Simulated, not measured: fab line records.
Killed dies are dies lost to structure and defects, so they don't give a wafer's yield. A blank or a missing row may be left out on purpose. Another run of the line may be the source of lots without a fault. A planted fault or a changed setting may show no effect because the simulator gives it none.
fab line records	flow sfqLine
record lots=7	wafers=21	lastDay=81
route steps=325 shown M2@102 I2@103 M3@118
lots that met no fault: taken from a fault-free run of the same line
startH: the number of hours between the record's first day and the start of the first shown wafer of the lot	waitH: hours elapsed since this lot's preceding step	" as in the row above	L1.1+2: a row that stands for several wafers	- no value, or no start was given	* or withheld: withheld	< > ~ a bound
route shown NAME@n: a module of which the file shows steps, and the number in the route of the first	usual: the fault-free wafers' mean and standard deviation	same: alike in all rows	chamber/n: place in a boat	sites: each site's reading	_std_site: how widely they spread, as a standard deviation	_edge_site: outer sites' mean less inner sites'	radiusMm: for every site, how far away it sits from the centre of the wafer	mask NAME#n: copy n	behind: the tool/chamber that last shaped the wafer	hold: why the lot was held/for how many hours/how that ended	device: transistor that didn't switch, given as n, p or np	end of line: the route-end tests of the same wafers	for a step that has no rows: nothing shown but its recipe	killed: the dies lost at the first sort to structure and to defects; this is not the yield of the wafer	map: a wafer's dies, x killed, . not, _ none there
set.NAME: the setting as run; set.NAME@STEP: as run at that earlier step	model.NAME: the simulator's own value behind a step, which no gauge read
certain route steps with their lots: each step a table, each wafer a row
services: a tool's chamber out of use, with start hour (startH, from the record's first day; less than 0 if before it), hours out, and reason
## steps
# step SFQ_TRILAYER_M2_STRIP_SOLV_CLEAN_062
# recipe chemistry=NMP	tempC=70	timeS=600
# step SFQ_TRILAYER_I2_DEP_PECVD_063
# recipe material=SiO2	tempC=150	timeS=111.11	pressureTorr=2.4	rfW=183.3	precursor=SiH4/N2O	targetThkNm=500
# usual heaterPowerW=86/7.8	rfFwdPowerW=182.4/0.6	throttleValvePct=24.8/0.82
lot.wafer	tool	chamber	startH	waitH	heaterPowerW	rfFwdPowerW	throttleValvePct
L727.2	pecvd-01	1	777.32	0.0	83	182.2	24.4
L727.4	"	1	"	"	86	182.8	24.3
L727.5	"	2	"	"	91	182.5	24.4
L736.1	pecvd-04	0	848.99	0.0	84	182.9	24.7
L736.2	"	2	"	"	83	182.3	24.6
L736.3	"	1	"	"	94	183.2	24.6
L737.2	pecvd-04	2	857.39	0.0	78	182.7	24.5
L737.3	"	0	"	"	86	181.6	24.8
L737.6	"	2	"	"	79	182.0	24.6
L738.3	pecvd-03	2	864.64	0.0	93	182.9	23.8
L738.5	"	1	"	"	90	181.9	25.7
L738.6	"	0	"	"	66	182.8	26.0
L741.1	pecvd-01	0	886.09	0.0	96	182.5	25.6
L741.2	"	2	"	"	93	182.6	24.8
L741.6	"	1	"	"	88	182.5	24.7
L742.1	pecvd-04	2	956.13	0.0	77	181.6	24.8
L742.2	"	0	"	"	96	183.6	24.7
L742.4	"	0	"	"	82	182.6	25.0
L743.1	pecvd-03	2	961.56	0.0	89	182.1	22.1
L743.4	"	1	"	"	88	183.1	22.4
L743.5	"	0	"	"	80	182.3	23.2
# step SFQ_TRILAYER_I2_CMP_CMP_064
# recipe material=SiO2	downForcePsi=3	platenRpm=60	padVelocityMS=0.94248
# usual edgeZonePressureFrac=0.999/0.0052	motorCurrentA=10.2/1	timeToEndpointS=216/7.7
lot.wafer	tool	chamber	startH	waitH	edgeZonePressureFrac	motorCurrentA	timeToEndpointS
L727.2	cmp-02	0	777.40	0.0	0.995	10.4	198
L727.4	"	2	778.40	1.0	1.003	10.4	218
L727.5	"	0	779.40	2.0	0.994	10.8	217
L736.2	cmp-02	1	853.17	4.1	1.012	10.7	218
L736.1	"	3	854.17	5.1	1.001	7.9	206
L736.3	"	0	"	"	0.999	10.3	214
L737.2	cmp-01	1	863.89	6.5	0.999	9.8	215
L737.3	"	3	864.89	7.5	1.005	10.9	221
L737.6	"	1	865.89	8.4	0.996	9.9	221
L738.3	cmp-01	1	869.39	4.7	0.990	10.6	213
L738.6	"	1	871.39	6.7	1.000	10.0	224
L738.5	"	2	"	"	0.991	11.3	225
L741.1	cmp-01	0	900.39	14.3	0.997	9.8	224
L741.2	"	1	"	"	0.994	9.8	215
L741.6	"	2	"	"	1.003	11.2	220
L742.2	cmp-01	2	964.33	8.2	1.012	11.2	210
L742.1	"	3	"	"	1.002	10.7	212
L742.4	"	0	"	"	0.997	10.3	219
L743.4	cmp-01	0	970.83	9.2	1.010	9.8	226
L743.1	"	1	"	"	0.994	9.9	202
L743.5	"	2	"	"	0.998	11.0	213
# step SFQ_I2_BOW_MEAS_917
# recipe mode=bow
# usual I2_BOW=1/8.9
lot.wafer	tool	chamber	startH	waitH	I2_BOW[um]
L727.2	filmMetro-03	-	780.42	2.5	-7
L727.4	"	-	"	"	-7
L727.5	"	-	"	"	14
L736.1	filmMetro-04	-	856.17	1.5	4
L736.2	"	-	"	"	1
L736.3	"	-	"	"	11
L737.2	filmMetro-02	-	866.41	2.0	26
L737.3	"	-	"	"	11
L737.6	"	-	"	"	11
L738.3	filmMetro-02	-	872.43	2.5	-5
L738.5	"	-	"	"	5
L738.6	"	-	"	"	-6
L741.1	filmMetro-04	-	902.39	1.5	-1
L741.2	"	-	"	"	-3
L741.6	"	-	"	"	-2
L742.1	filmMetro-04	-	966.83	1.5	9
L742.2	"	-	"	"	1
L742.4	"	-	"	"	-3
L743.1	filmMetro-04	-	972.83	1.0	0
L743.4	"	-	"	"	4
L743.5	"	-	"	"	-1
# step SFQ_TRILAYER_I2_METRO_MEASURE_065
# usual thkNm=200.3/1.1
lot.wafer	tool	chamber	startH	waitH	thkNm
L727.2	filmMetro-03	-	780.72	0.3	201.6
L727.4	"	-	"	"	201.9
L727.5	"	-	"	"	200.9
L736.1	filmMetro-04	-	856.29	0.1	199.9
L736.2	"	-	"	"	199.7
L736.3	"	-	"	"	199.1
L737.2	filmMetro-02	-	866.71	0.3	199.4
L737.3	"	-	"	"	200.5
L737.6	"	-	"	"	199.3
L738.3	filmMetro-02	-	872.91	0.5	198.3
L738.5	"	-	"	"	198.4
L738.6	"	-	"	"	198.5
L741.1	filmMetro-04	-	902.51	0.1	201.3
L741.2	"	-	"	"	200.7
L741.6	"	-	"	"	199.2
L742.1	filmMetro-04	-	966.95	0.1	202.5
L742.2	"	-	"	"	201.7
L742.4	"	-	"	"	201.8
L743.1	filmMetro-04	-	972.95	0.1	200.0
L743.4	"	-	"	"	202.1
L743.5	"	-	"	"	199.8
# step SFQ_TRILAYER_I2_VIA_LITHO_COAT_072
# recipe resist=BARC	spinRpm=3000	resistThkNm=62
# step SFQ_TRILAYER_I2_VIA_LITHO_COAT_067
# recipe resist=KrF	spinRpm=3000	resistThkNm=650
# step SFQ_TRILAYER_I2_VIA_LITHO_SOFTBAKE_071
# recipe tempC=withheld	timeS=withheld	resist=KrF
# step SFQ_TRILAYER_I2_VIA_LITHO_EXPOSE_068
# recipe maskId=I2	na=0.6	sourceShape=conventional	sigmaOuter=0.65	targetCdNm=500	doseMj=21.3
# step SFQ_TRILAYER_I2_VIA_LITHO_PEB_070
# recipe pebTempC=115	pebTimeS=60	resist=KrF
# step SFQ_TRILAYER_I2_VIA_LITHO_DEVELOP_069
# recipe timeS=60	resist=KrF
# step SFQ_I2_OVL_MEAS_918
# usual I2_OVL=-3/5
lot.wafer	tool	chamber	startH	waitH	I2_OVL[nm]
L727.2	overlay-01	-	783.98	0.1	-2
L727.4	"	-	"	"	-4
L727.5	"	-	"	"	-5
L736.1	overlay-01	-	859.74	0.1	0
L736.2	"	-	"	"	0
L736.3	"	-	"	"	-6
L737.2	overlay-02	-	870.91	0.1	-3
L737.3	"	-	"	"	-5
L737.6	"	-	"	"	-3
L738.3	overlay-02	-	875.97	0.1	-4
L738.5	"	-	"	"	-2
L738.6	"	-	"	"	0
L741.1	overlay-01	-	1036.67	0.1	12
L741.2	"	-	"	"	-1
L741.6	"	-	"	"	3
L742.1	overlay-01	-	1096.42	0.1	-7
L742.2	"	-	"	"	-4
L742.4	"	-	"	"	-4
L743.1	overlay-01	-	1101.22	0.1	-12
L743.4	"	-	"	"	-6
L743.5	"	-	"	"	-7
# step SFQ_TRILAYER_I2_VIA_BARC_OPEN_VIA_ETCH_096
# recipe maskMaterial=PR	chemistry=O2	targetDepthNm=125	target=BARC	sourceW=500	biasW=80	pressureMtorr=30	timeS=41.7
# usual biasW=80.03/0.25	chamberPressureMTorr=29.998/0.029	drypumpMotorCurrentA=5.8/0.44	oesProductAu=0.685/0.0046	rfFwdPowerW=494.0/2.3
lot.wafer	tool	chamber	startH	waitH	biasW	chamberPressureMTorr	drypumpMotorCurrentA	oesProductAu	rfFwdPowerW	rfHoursCounterH	model.KrF_of_TRILAYER_I2_VIA_LITHO_COAT_067.thkNm
L727.2	rieDiel-03	0	784.01	0.0	79.57	30.004	5.3	0.684	494.2	13	575.1
L727.4	"	3	"	"	79.96	30.015	6.2	0.688	496.8	9	574.9
L727.5	"	3	"	"	79.81	30.002	6.2	0.683	493.9	-	576.4
L736.1	rieDiel-04	0	859.77	0.0	-	-	-	-	-	-	627.3
L736.2	"	1	"	"	-	-	-	-	-	-	625.1
L736.3	"	2	"	"	-	-	-	-	-	-	626.8
L737.2	rieDiel-03	3	870.94	0.0	-	-	-	-	-	-	621.2
L737.3	"	0	"	"	-	-	-	-	-	-	624.2
L737.6	"	3	"	"	-	-	-	-	-	-	624.6
L738.3	rieDiel-04	1	875.99	0.0	-	-	-	-	-	-	627.2
L738.5	"	2	"	"	-	-	-	-	-	-	627.9
L738.6	"	1	"	"	-	-	-	-	-	-	626.6
L741.1	rieDiel-03	2	1036.71	0.0	79.94	30.021	5.7	0.682	493.8	5	574.1
L741.2	"	0	"	"	79.96	30.022	5.3	0.683	494.0	16	579
L741.6	"	0	"	"	80.12	29.973	5.3	0.680	493.4	-	576.3
L742.1	rieDiel-02	3	1096.46	0.0	80.48	29.975	5.4	0.681	497.1	12	570.8
L742.2	"	0	"	"	79.94	30.043	5.9	0.683	497.0	6	570.9
L742.4	"	2	"	"	80.10	30.007	5.5	0.685	493.6	9	569.6
L743.1	rieDiel-04	0	1101.26	0.0	79.55	29.963	6.2	0.690	492.2	13	576.9
L743.4	"	1	"	"	80.29	30.003	5.3	0.685	491.3	11	576.9
L743.5	"	0	"	"	79.96	29.953	6.2	0.687	488.7	-	575.7
# step SFQ_TRILAYER_I2_VIA_ETCH_VIA_ETCH_070
# recipe target=SiO2	stopOn=Nb	maskMaterial=PR	taperDeg=20	chemistry=CHF3	targetDepthNm=260	sourceW=500	biasW=80	pressureMtorr=30	timeS=withheld
# usual biasW=80.03/0.25	chamberPressureMTorr=29.998/0.028	drypumpMotorCurrentA=5.8/0.44	oesProductAu=0.855/0.0058	rfFwdPowerW=498.2/1.7
lot.wafer	tool	chamber	startH	waitH	biasW	chamberPressureMTorr	drypumpMotorCurrentA	oesProductAu	rfFwdPowerW	model.KrF_of_TRILAYER_I2_VIA_LITHO_COAT_067.thkNm
L727.2	rieDiel-03	0	784.05	0.0	80.07	29.997	5.3	0.861	497.9	530.5
L727.4	"	3	"	"	80.06	30.031	6.2	0.858	502.7	530.8
L727.5	"	3	"	"	80.15	29.964	6.2	0.870	498.0	532.4
L736.1	rieDiel-04	0	859.81	0.0	79.87	29.985	6.2	0.374	497.1	582.4
L736.2	"	1	"	"	80.03	29.950	5.3	0.381	499.3	580.9
L736.3	"	2	"	"	80.07	30.059	5.5	0.370	498.4	581.5
L737.2	rieDiel-03	3	870.98	0.0	79.82	29.971	6.2	0.375	500.2	576.8
L737.3	"	0	"	"	80.29	30.023	5.3	0.366	499.2	579.3
L737.6	"	3	"	"	79.70	29.992	6.2	0.372	503.0	580.2
L738.3	rieDiel-04	1	876.03	0.0	80.06	29.998	5.3	0.376	498.5	583.1
L738.5	"	2	"	"	79.61	30.040	5.5	0.372	496.7	583.2
L738.6	"	1	"	"	80.15	29.991	5.3	0.377	496.4	582.6
L741.1	rieDiel-03	2	1036.75	0.0	80.25	30.045	5.7	0.858	499.2	528
L741.2	"	0	"	"	79.79	30.031	5.3	0.854	495.4	534.8
L741.6	"	0	"	"	79.38	29.993	5.3	0.846	498.1	531.9
L742.1	rieDiel-02	3	1096.50	0.0	79.79	29.967	5.4	0.856	498.1	526.4
L742.2	"	0	"	"	80.30	30.043	5.9	0.853	496.1	526.1
L742.4	"	2	"	"	80.02	30.059	5.5	0.857	497.2	525
L743.1	rieDiel-04	0	1101.30	0.0	79.99	29.974	6.1	0.864	498.1	531.9
L743.4	"	1	"	"	79.86	29.970	5.3	0.866	496.4	533
L743.5	"	0	"	"	80.18	30.032	6.1	0.852	496.9	530.5
# step SFQ_TRILAYER_I2_VIA_STRIP_STRIP_071
# recipe gas=O2	powerW=200	platenTempC=40	overashFraction=0.65	chemistry=O2	pressureMtorr=50
# usual drypumpMotorCurrentA=5.8/0.31	heBacksideLeakSccm=3.65/0.25	oesProductAu=0.998/0.009
# same overashFraction=0.65
lot.wafer	tool	chamber	startH	waitH	drypumpMotorCurrentA	heBacksideLeakSccm	oesProductAu	rfHoursCounterH
L727.2	rieMetal-01	0	784.16	-	5.7	3.67	1.004	109
L727.4	"	1	"	"	5.9	3.77	0.999	-
L727.5	"	1	"	"	5.8	3.63	0.992	-
L736.1	rieMetal-04	0	859.93	-	5.3	3.69	0.995	48
L736.2	"	1	"	"	5.8	3.56	1.011	112
L736.3	"	0	"	"	5.3	3.66	1.000	-
L737.2	rieMetal-04	1	871.09	-	5.8	3.83	1.014	114
L737.3	"	1	"	"	5.8	3.67	1.012	-
L737.6	"	0	"	"	5.3	3.67	0.992	-
L738.3	rieMetal-04	0	876.34	-	5.2	3.78	1.005	-
L738.5	"	0	"	"	5.3	3.66	0.999	-
L738.6	"	1	"	"	5.8	3.61	1.015	-
L741.1	rieMetal-01	1	1036.86	-	5.8	3.90	0.991	136
L741.2	"	1	"	"	5.8	3.92	0.980	-
L741.6	"	1	"	"	5.8	3.86	0.995	-
L742.1	rieMetal-03	1	1096.61	-	6.3	3.59	0.990	122
L742.2	"	0	"	"	5.8	3.71	1.001	134
L742.4	"	1	"	"	6.3	3.56	0.992	-
L743.1	rieMetal-03	1	1101.41	-	6.3	3.66	0.986	123
L743.4	"	1	"	"	6.3	3.76	0.986	-
L743.5	"	1	"	"	6.3	3.73	0.995	-
# step SFQ_TRILAYER_I2_VIA_STRIP_SOLV_CLEAN_072
# recipe chemistry=NMP	tempC=70	timeS=600
# step SFQ_TRILAYER_M3_DEP_PRE_CLEAN_074
# recipe gas=Ar	timeS=22.5	biasV=250
# step SFQ_TRILAYER_M3_DEP_SPUTTER_073
# recipe material=Nb	basePressurePa=1.33e-06	chamberPressurePa=0.1333	substrateTempC=20	resputterCathodeVoltageV=400	targetThkNm=200	powerW=2000	timeS=133.3
# step SFQ_M3_RS_MEAS_919
# recipe thkMeasGauge=four-point-probe	reads=Nb_of_TRILAYER_M3_DEP_SPUTTER_073
# usual M3_NB_RS=0.890/0.0086
lot.wafer	tool	chamber	startH	waitH	M3_NB_RS[ohm/sq]
L727.2	filmMetro-03	-	785.07	0.1	0.885
L727.4	"	-	"	"	0.901
L727.5	"	-	"	"	0.888
L736.1	filmMetro-01	-	860.82	0.0	0.890
L736.2	"	-	"	"	0.887
L736.3	"	-	"	"	0.893
L737.2	filmMetro-01	-	872.01	0.1	0.890
L737.3	"	-	"	"	0.892
L737.6	"	-	"	"	0.893
L738.3	filmMetro-01	-	877.08	0.1	0.890
L738.5	"	-	"	"	0.894
L738.6	"	-	"	"	0.886
L741.1	filmMetro-02	-	1038.36	0.0	0.884
L741.2	"	-	"	"	0.872
L741.6	"	-	"	"	0.892
L742.1	filmMetro-02	-	1097.52	0.0	0.886
L742.2	"	-	"	"	0.889
L742.4	"	-	"	"	0.887
L743.1	filmMetro-02	-	1102.32	0.0	0.894
L743.4	"	-	"	"	0.888
L743.5	"	-	"	"	0.883
# step SFQ_TRILAYER_M3_LITHO_COAT_080
# recipe resist=BARC	spinRpm=3000	resistThkNm=62
# step SFQ_TRILAYER_M3_LITHO_COAT_075
# recipe resist=KrF	spinRpm=3000	resistThkNm=600
# step SFQ_TRILAYER_M3_LITHO_SOFTBAKE_079
# recipe tempC=withheld	timeS=withheld	resist=KrF
# step SFQ_TRILAYER_M3_LITHO_EXPOSE_076
# recipe maskId=M3	na=0.6	sourceShape=conventional	sigmaOuter=0.65	targetCdNm=500	doseMj=14.4
# usual exposureDoseMJCm2=14.403/0.013	focusOffsetNm=0.1/0.48
lot.wafer	tool	chamber	startH	waitH	mask	exposureDoseMJCm2	focusOffsetNm
L727.2	krfScanner-02	0	926.97	-	M3#0	14.395	-0.4
L727.4	"	0	"	"	M3#0	14.399	-0.1
L727.5	"	0	"	"	M3#0	14.398	-0.6
L736.1	krfScanner-02	-	991.12	-	M3#0	-	-
L736.2	"	-	"	"	M3#0	-	-
L736.3	"	-	"	"	M3#0	-	-
L737.2	krfScanner-02	-	1011.27	-	M3#0	-	-
L737.3	"	-	"	"	M3#0	-	-
L737.6	"	-	"	"	M3#0	-	-
L738.3	krfScanner-02	-	1015.17	-	M3#0	-	-
L738.5	"	-	"	"	M3#0	-	-
L738.6	"	-	"	"	M3#0	-	-
L741.1	krfScanner-02	0	1148.92	-	M3#0	14.388	-0.1
L741.2	"	0	"	"	M3#0	14.382	0.0
L741.6	"	0	"	"	M3#0	14.408	0.3
L742.1	krfScanner-01	0	1192.03	-	M3#0	14.412	-0.2
L742.2	"	0	"	"	M3#0	14.402	0.0
L742.4	"	0	"	"	M3#0	14.396	-0.5
L743.1	krfScanner-01	0	1195.63	-	M3#0	14.397	-0.2
L743.4	"	0	"	"	M3#0	14.389	0.3
L743.5	"	0	"	"	M3#0	14.401	1.1
# step SFQ_TRILAYER_M3_LITHO_PEB_078
# recipe pebTempC=115	pebTimeS=60	resist=KrF
# step SFQ_TRILAYER_M3_LITHO_DEVELOP_077
# recipe timeS=60	resist=KrF
# step SFQ_M3_OVL_MEAS_921
# usual M3_OVL=1/5.5
lot.wafer	tool	chamber	startH	waitH	M3_OVL[nm]
L727.2	overlay-01	-	928.28	0.1	-3
L727.4	"	-	"	"	-5
L727.5	"	-	"	"	-3
L736.1	overlay-01	-	992.62	0.1	-
L736.2	"	-	"	"	-
L736.3	"	-	"	"	-
L737.2	overlay-02	-	1012.58	0.1	-
L737.3	"	-	"	"	-
L737.6	"	-	"	"	-
L738.3	overlay-01	-	1016.29	0.1	-
L738.5	"	-	"	"	-
L738.6	"	-	"	"	-
L741.1	overlay-02	-	1150.42	0.1	-5
L741.2	"	-	"	"	-5
L741.6	"	-	"	"	-4
L742.1	overlay-02	-	1193.53	0.1	-4
L742.2	"	-	"	"	4
L742.4	"	-	"	"	-2
L743.1	overlay-02	-	1197.13	0.1	8
L743.4	"	-	"	"	10
L743.5	"	-	"	"	5
# step SFQ_TRILAYER_M3_BARC_OPEN_METAL_ETCH_100
# recipe maskMaterial=PR	chemistry=O2	targetDepthNm=125	target=BARC	icpW=600	biasW=80	pressureMtorr=10	timeS=41.7
# step SFQ_TRILAYER_M3_ETCH_METAL_ETCH_078
# recipe target=Nb	stopOn=SiO2	maskMaterial=PR	chemistry=Cl2/Ar	targetDepthNm=240	icpW=600	biasW=80	pressureMtorr=10	timeS=120
# usual biasW=79.98/0.25	chamberPressureMTorr=10.002/0.0091	drypumpMotorCurrentA=6.04/0.28	heBacksideLeakSccm=3.64/0.16	oesProductAu=0.895/0.0066	rfFwdPowerW=597.1/2
lot.wafer	tool	chamber	startH	waitH	biasW	chamberPressureMTorr	drypumpMotorCurrentA	heBacksideLeakSccm	oesProductAu	rfFwdPowerW	rfHoursCounterH	model.M3.cdNm
L727.2	rieMetal-02	1	928.47	0.1	79.88	10.000	6.23	3.72	0.900	596.9	-	499.2
L727.4	"	1	"	"	79.95	9.996	6.19	3.54	0.890	594.3	-	498.5
L727.5	"	1	"	"	79.74	10.015	6.19	3.74	0.898	595.1	-	498.4
L736.1	rieMetal-01	0	992.72	0.0	79.98	9.992	5.71	3.69	0.891	599.6	137	2.712
L736.2	"	1	"	"	79.89	9.993	5.81	3.72	0.899	597.0	125	-
L736.3	"	0	"	"	80.20	9.997	5.70	3.74	0.889	596.6	-	2.681
L737.2	rieMetal-02	0	1012.67	0.0	80.07	10.000	6.41	3.43	0.892	598.4	29	3.279
L737.3	"	1	"	"	80.09	9.989	6.24	3.73	0.893	596.7	-	-
L737.6	"	1	"	"	80.31	9.999	6.22	3.23	0.903	597.4	-	-
L738.3	rieMetal-02	1	1016.41	0.1	79.86	9.998	6.21	3.71	0.893	597.5	-	-
L738.5	"	1	"	"	79.68	10.001	6.21	3.56	0.895	597.7	-	-
L738.6	"	0	"	"	80.02	9.995	6.38	3.89	0.898	596.9	-	-
L741.1	rieMetal-01	0	1150.58	0.1	80.18	10.000	5.69	3.58	0.903	600.3	18	500.3
L741.2	"	0	"	"	79.90	10.002	5.70	3.57	0.912	596.8	-	500.6
L741.6	"	0	"	"	80.15	10.001	5.70	3.61	0.887	598.8	-	500.1
L742.1	rieMetal-03	1	1193.62	0.0	79.58	9.993	6.32	3.72	0.896	597.7	140	499.7
L742.2	"	0	"	"	80.08	9.997	5.73	3.45	0.900	594.2	5	503.5
L742.4	"	1	"	"	79.97	9.999	6.32	3.49	0.897	598.9	-	500.1
L743.1	rieMetal-02	1	1197.22	0.0	79.74	10.003	6.24	3.69	0.883	594.0	156	499.1
L743.4	"	1	"	"	80.36	10.010	6.20	3.49	0.899	595.1	-	499.3
L743.5	"	0	"	"	80.06	9.974	6.43	3.93	0.893	601.2	-	504
# step SFQ_TRILAYER_M3_STRIP_STRIP_079
# recipe gas=O2	powerW=200	platenTempC=40	overashFraction=0.65	chemistry=O2	pressureMtorr=50
# usual drypumpMotorCurrentA=6.04/0.28	heBacksideLeakSccm=3.64/0.18	oesProductAu=0.995/0.0074
# same overashFraction=0.65
lot.wafer	tool	chamber	startH	waitH	drypumpMotorCurrentA	heBacksideLeakSccm	oesProductAu	rfHoursCounterH
L727.2	rieMetal-02	1	928.88	0.4	6.20	3.53	0.985	-
L727.4	"	1	"	"	6.16	3.53	0.987	-
L727.5	"	1	"	"	6.20	3.56	0.985	-
L736.1	rieMetal-01	0	992.84	0.1	5.69	3.78	0.997	137
L736.2	"	1	"	"	5.81	3.86	0.995	126
L736.3	"	0	"	"	5.69	3.69	0.991	-
L737.2	rieMetal-02	0	1012.79	0.1	6.38	3.80	0.984	30
L737.3	"	1	"	"	6.24	3.78	0.981	-
L737.6	"	1	"	"	6.23	3.56	0.985	-
L738.3	rieMetal-02	1	1016.69	0.2	6.25	3.52	0.990	-
L738.5	"	1	"	"	6.24	3.91	0.985	-
L738.6	"	0	"	"	6.41	3.55	0.989	-
L741.1	rieMetal-01	0	1150.83	0.2	5.69	3.39	1.003	19
L741.2	"	0	"	"	5.70	3.46	1.000	-
L741.6	"	0	"	"	5.69	3.50	1.010	-
L742.1	rieMetal-03	1	1193.75	0.1	6.32	3.68	0.981	141
L742.2	"	0	"	"	5.74	3.58	1.003	5
L742.4	"	1	"	"	6.30	3.74	0.993	-
L743.1	rieMetal-02	1	1197.35	0.1	6.19	3.46	0.986	156
L743.4	"	1	"	"	6.21	3.54	0.989	-
L743.5	"	0	"	"	6.39	3.63	1.009	-
## services
tool	chamber	startH	hours	kind
rieDiel-03	1	785.76	3.7	repair
rieDiel-03	-	807.98	0.7	repair
rieDiel-03	-	809.97	1.1	repair
rieDiel-04	2	830.23	5.0	repair
rieDiel-03	2	855.04	6.1	repair
rieDiel-04	0	864.75	11.6	repair
rieMetal-02	-	867.62	0.5	repair
rieMetal-01	-	888.54	2.8	pm
rieDiel-04	-	891.95	1.2	repair
rieDiel-03	3	895.54	1.3	repair
rieMetal-01	-	896.14	1.0	repair
rieMetal-02	-	899.98	0.3	repair
rieDiel-04	2	918.91	3.9	repair
rieMetal-02	0	924.25	19.3	repair
rieDiel-04	1	946.43	5.5	repair
rieDiel-03	2	950.02	19.6	repair
rieDiel-04	0	965.05	24.0	repair
rieMetal-02	1	965.23	2.2	repair
rieDiel-04	-	981.00	2.8	pm
rieDiel-03	1	985.44	1.5	repair
rieDiel-03	0	1023.88	4.0	repair
rieDiel-03	1	1027.34	47.1	repair
rieDiel-04	0	1029.51	8.2	repair
rieMetal-02	-	1191.53	2.8	pm
## key
firstSign step=SFQ_TRILAYER_I2_VIA_BARC_OPEN_VIA_ETCH_096	reading=toolRecord	direction=missing
effect step=SFQ_TRILAYER_I2_VIA_ETCH_VIA_ETCH_070	reading=oesProductAu	direction=down	sigmas=83	usual=0.855	struck=0.374
effect step=SFQ_TRILAYER_M3_LITHO_EXPOSE_076	reading=toolRecord	direction=missing
effect step=SFQ_M3_OVL_MEAS_921	reading=M3_OVL	direction=missing
modelEffect step=SFQ_TRILAYER_I2_VIA_BARC_OPEN_VIA_ETCH_096	value=KrF_of_TRILAYER_I2_VIA_LITHO_COAT_067.thkNm	without=574.3	struck=625.6
modelEffect step=SFQ_TRILAYER_I2_VIA_ETCH_VIA_ETCH_070	value=KrF_of_TRILAYER_I2_VIA_LITHO_COAT_067.thkNm	without=529.8	struck=581.1
modelEffect step=SFQ_TRILAYER_M3_ETCH_METAL_ETCH_078	value=M3.cdNm	without=503.7	struck=2.891
metAt SFQ_TRILAYER_I2_VIA_BARC_OPEN_VIA_ETCH_096
struckWafers L736.1,L736.2,L736.3,L737.2,L737.3,L737.6,L738.3,L738.5,L738.6
onsetBetween 784.01 859.77
fault kind=skippedStepWhole	tool=rieDiel-03,rieDiel-04	chamber=-	onsetH=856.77	steps=SFQ_TRILAYER_I2_VIA_BARC_OPEN_VIA_ETCH_096	scope=struckLotsOnly
